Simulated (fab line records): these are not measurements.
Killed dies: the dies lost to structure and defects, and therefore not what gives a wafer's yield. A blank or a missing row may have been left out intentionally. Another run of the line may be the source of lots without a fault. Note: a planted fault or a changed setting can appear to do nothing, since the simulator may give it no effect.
Which of the tools did it? :: flow sky130 :: 6 lots with 17 wafers sampled at 4 steps, on a route of 708 steps

== WHAT EACH GAUGE READ, for each wafer ==
SKY_VIA4_THK_MEAS_01.
lot: L807
measured: day 43 12:52
on: filmMetro-02
VIA4_HDPCVD_THK (nm): 1716 1687 1757

lot: L814
measured: day 44 19:09
on: filmMetro-01
VIA4_HDPCVD_THK (nm): 1768 1295

lot: L818
measured: day 45 10:56
on: filmMetro-04
VIA4_HDPCVD_THK (nm): 1765 1732 1732

lot: L821
measured: day 46 01:03
on: filmMetro-02
VIA4_HDPCVD_THK (nm): 1739 1732 1719

lot: L823
measured: day 47 07:17
on: filmMetro-02
VIA4_HDPCVD_THK (nm): 1773 1764 1767

lot: L826
measured: day 47 12:02
on: filmMetro-02
VIA4_HDPCVD_THK (nm): 1726 1729 1731

== WHAT TOOL EACH LOT RAN ON (gives the tool, then ch and the chambers of the sampled wafers, and finally the start) ==
lot: L807
SKY_VIA1_STRIP_16: plasmaAsher-03 ch 0,1, day 35 21:30
SKY_METAL2_DESCUM_17: rieMetal-01 ch 0,1, day 37 00:28
SKY_VIA4_HDPCVD_00: hdpcvd-01 ch 0,1,2, day 43 12:40

lot: L814
SKY_VIA1_STRIP_16: plasmaAsher-04 ch 0,1, day 37 14:53
SKY_METAL2_DESCUM_17: rieMetal-01 ch 0, day 38 18:07
SKY_VIA4_HDPCVD_00: hdpcvd-01 ch 0, day 44 18:57

lot: L818
SKY_VIA1_STRIP_16: plasmaAsher-02 ch 0,1, day 38 03:49
SKY_METAL2_DESCUM_17: rieMetal-01 ch 0,1, day 39 07:08
SKY_VIA4_HDPCVD_00: hdpcvd-02 ch 0,1, day 45 10:45

lot: L821
SKY_VIA1_STRIP_16: plasmaAsher-03 ch 0,1, day 39 03:51
SKY_METAL2_DESCUM_17: rieMetal-02 ch 1, day 40 05:05
SKY_VIA4_HDPCVD_00: hdpcvd-02 ch 0,1,2, day 46 00:52

lot: L823
SKY_VIA1_STRIP_16: plasmaAsher-02 ch 0,1, day 40 06:15
SKY_METAL2_DESCUM_17: rieMetal-03 ch 0,1, day 41 07:59
SKY_VIA4_HDPCVD_00: hdpcvd-02 ch 1,2, day 47 07:06

lot: L826
SKY_VIA1_STRIP_16: plasmaAsher-02 ch 0,1, day 40 10:34
SKY_METAL2_DESCUM_17: rieMetal-01 ch 0,1, day 41 12:32
SKY_VIA4_HDPCVD_00: hdpcvd-02 ch 1,2, day 47 11:51
- SKY_VIA1_STRIP_16: strips in O2/N2.
- SKY_METAL2_DESCUM_17: chemistry O2, time 8 s.
- SKY_VIA4_HDPCVD_00: deposits SiO2, target thk 1750 nm, time 291.7 s.

== THE ANSWER, worked out from the rows above alone ==
Rule: what is usual is taken from the lots themselves. Put in order of their means at a reading, lots are off if they are a third of the lots or fewer, leave a main group of 4 or more, and stand apart from it by a gap of 3 or more times the standard deviation of the main group's means; of several such gaps the widest counts. A main group is skipped when, at the precision printed for the reading in the tables above, its means are all equal. A lot without any number at a reading at which 4 lots or more have one is off too. Where the step has rows for the other lots, those lots are counted as sound.
Off: L814, at SKY_VIA4_THK_MEAS_01 (VIA4_HDPCVD_THK). The main group: mean 1738 nm, standard deviation 17.
If a tool, at a process step before that reading, ran all the lots that are off and no sound lot after the first of them, it fits. Gauges at SKY_VIA4_THK_MEAS_01: tried the same way as those tools. Can't be told from this: 3 tools fit, plasmaAsher-04 at SKY_VIA1_STRIP_16, hdpcvd-01 at SKY_VIA4_HDPCVD_00, filmMetro-01 at SKY_VIA4_THK_MEAS_01.

== WHAT THE SIMULATOR PUT IN ==
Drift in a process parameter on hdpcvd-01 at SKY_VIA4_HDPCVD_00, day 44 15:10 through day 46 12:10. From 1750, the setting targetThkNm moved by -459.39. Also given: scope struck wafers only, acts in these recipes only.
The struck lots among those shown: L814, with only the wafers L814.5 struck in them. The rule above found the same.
